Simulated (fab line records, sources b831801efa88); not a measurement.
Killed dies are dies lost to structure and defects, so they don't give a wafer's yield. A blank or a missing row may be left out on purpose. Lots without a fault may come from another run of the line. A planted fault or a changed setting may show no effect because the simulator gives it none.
fab line records | flow sfq_line
record lots=13 wafers=39 last_day=83
route steps=325 shown I2@114
lots that met no fault: from a run of the same line without faults
start_h: hours from the record's first day to the start of the lot's first wafer shown | wait_h: hours since the lot's step before | " the same as in the row above | L1.1+2: a row that stands for several wafers | - no value, or no start given | * or withheld: withheld | < > ~ a bound
route shown NAME@n: a module of which the file shows steps, and the number in the route of the first | usual: mean/standard deviation of fault-free wafers | same: alike in all rows | chamber/n: place in a boat | sites: the reading at each site | _std_site: their standard deviation | _edge_site: outer sites' mean less inner sites' | radius_mm: how far each site lies from the wafer's centre | mask NAME#n: copy n | behind: the tool/chamber that last shaped the wafer | hold: why the lot was held/for how many hours/how that ended | device: the transistor (n, p or np) that didn't switch | end of line: the same wafers' tests at the end of the route | a step without rows: its recipe alone | killed: dies lost to structure and defects at the first sort, not the wafer's yield | map: a wafer's dies, x killed, . not, _ none there
set.NAME: the setting as run; set.NAME@STEP: as run at that earlier step | model.NAME: the simulator's own value behind a step, which no gauge read
steps of the route over a sample of lots; a table a step, a row a wafer
services: from which hour (start_h, from the record's first day; less than 0 if before it) a tool's chamber was out of use, for how many hours, and why
## steps
# step SFQ_TRILAYER_I2_VIA_BARC_OPEN_VIA_ETCH_096
# recipe mask_material=PR chemistry=O2 target_depth_nm=125 target=BARC source_w=500 bias_w=80 pressure_mtorr=30 time_s=41.7
# usual drypump_motor_current_A=5.8/0.43 oes_product_au=0.686/0.0047 rf_fwd_power_W=494.8/2.1 run_length_s=69.9/0.49
# columns lot.wafer tool chamber start_h wait_h drypump_motor_current_A oes_product_au rf_fwd_power_W rf_hours_counter_h run_length_s
L866.1 rie_diel-03 2 732.29 0.0 5.7 0.684 493.0 9 70.1
L866.5 " 1 " " 6.7 0.688 495.6 - 70.5
L866.6 " 2 " " 5.7 0.685 495.5 - 70.1
L868.3 rie_diel-01 0 750.29 0.0 6.0 0.682 493.7 5 70.0
L868.5 " 2 " " 6.0 0.691 494.1 - 69.5
L868.6 " 3 " " 5.9 0.677 491.3 - 69.0
L869.1 rie_diel-01 3 899.95 0.0 6.0 0.685 494.6 0 69.0
L869.2 " 0 " " 6.0 0.692 499.6 7 69.9
L869.5 " 2 " " 6.0 0.694 497.0 - 69.9
L870.1 rie_diel-03 2 903.55 0.0 5.7 0.686 495.9 12 69.7
L870.2 " 3 " " 5.2 0.687 492.0 5 69.1
L870.6 " 1 " " 6.7 0.682 497.6 - 70.3
L872.1 rie_diel-02 1 927.08 0.0 5.1 0.683 494.5 2 70.2
L872.4 " 2 " " 5.0 0.688 491.8 3 71.0
L872.5 " 0 " " 5.7 0.690 494.8 - 70.3
L874.1 rie_diel-01 0 943.88 0.0 6.0 0.695 494.0 7 69.8
L874.2 " 3 " " 5.9 0.689 494.2 0 69.8
L874.6 " 0 " " 6.0 0.686 494.0 - 70.2
L880.1 rie_diel-01 1 1002.61 0.0 5.4 0.685 496.2 3 70.4
L880.2 " 0 " " 6.0 0.680 494.6 8 69.8
L880.3 " 3 " " 5.9 0.662 494.5 1 73.9
L882.1 rie_diel-03 0 1043.41 0.0 5.3 0.691 497.1 12 70.9
L882.2 " 2 " " 5.7 0.678 494.4 14 70.0
L882.5 " 1 " " 6.8 0.684 496.6 - 70.5
L884.1 rie_diel-03 1 1083.01 0.0 6.7 0.679 496.0 10 70.3
L884.4 " 3 " " 5.2 0.688 491.6 8 69.5
L884.6 " 3 " " 5.2 0.690 492.4 - 69.0
L885.1 rie_diel-01 2 1087.81 0.0 6.1 0.690 496.1 9 69.7
L885.3 " 3 " " 5.9 0.680 493.8 3 68.9
L885.5 " 0 " " 6.0 0.686 495.8 - 70.0
L886.3 rie_diel-02 2 1091.41 0.0 5.0 0.694 490.8 6 70.5
L886.4 " 0 " " 5.7 0.689 499.7 13 69.9
L886.5 " 2 " " 5.0 0.693 491.6 - 70.7
L887.2 rie_diel-01 0 1093.81 0.0 6.0 0.682 493.5 9 70.2
L887.4 " 2 " " 6.0 0.688 496.1 9 69.8
L887.6 " 3 " " 5.9 0.700 493.9 - 68.9
L888.1 rie_diel-03 0 1095.01 0.0 5.3 0.687 496.2 12 70.4
L888.3 " 3 " " 5.3 0.690 495.8 8 69.0
L888.5 " 2 " " 5.8 0.677 495.5 - 69.9
## services
# columns tool chamber start_h hours kind
rie_diel-01 1 717.36 2.7 repair
rie_diel-02 2 724.10 4.6 repair
rie_diel-02 2 728.69 - clean
rie_diel-02 2 728.69 19.2 scheduled_down
rie_diel-02 2 728.69 19.2 vent_cycle
rie_diel-03 - 746.35 0.8 repair
rie_diel-03 1 747.17 5.4 repair
rie_diel-01 1 756.14 7.2 repair
rie_diel-01 1 763.43 4.1 repair
rie_diel-01 1 783.36 9.6 repair
rie_diel-01 2 823.17 15.1 repair
rie_diel-03 3 834.69 11.4 repair
rie_diel-01 3 879.95 - clean
rie_diel-01 3 879.95 14.3 scheduled_down
rie_diel-01 3 879.95 14.3 vent_cycle
rie_diel-02 2 915.06 1.3 repair
rie_diel-02 0 1014.32 4.3 repair
rie_diel-02 - 1017.40 0.6 repair
rie_diel-02 1 1056.87 6.9 repair
rie_diel-01 1 1061.15 2.4 repair
rie_diel-02 0 1063.49 6.2 repair
rie_diel-02 - 1064.92 1.3 repair
rie_diel-03 - 1079.39 2.8 pm
rie_diel-03 0 1088.58 3.0 repair
## key
first_sign step=SFQ_TRILAYER_I2_VIA_BARC_OPEN_VIA_ETCH_096 reading=run_length_s direction=up sigmas=8.3 usual=* struck=*
effect step=SFQ_TRILAYER_I2_VIA_BARC_OPEN_VIA_ETCH_096 reading=oes_product_au direction=down sigmas=5.1 usual=0.686 struck=0.662
met_at SFQ_TRILAYER_I2_VIA_BARC_OPEN_VIA_ETCH_096
struck_lots L880
struck_wafers L880.3
onset_between 943.88 1002.61
fault kind=process_parameter_drift tool=rie_diel-01 chamber=3 onset_h=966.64 steps=SFQ_TRILAYER_I2_VIA_BARC_OPEN_VIA_ETCH_096 channel=time_s offset=* shape=step end_h=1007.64 acts_in=* stated=*
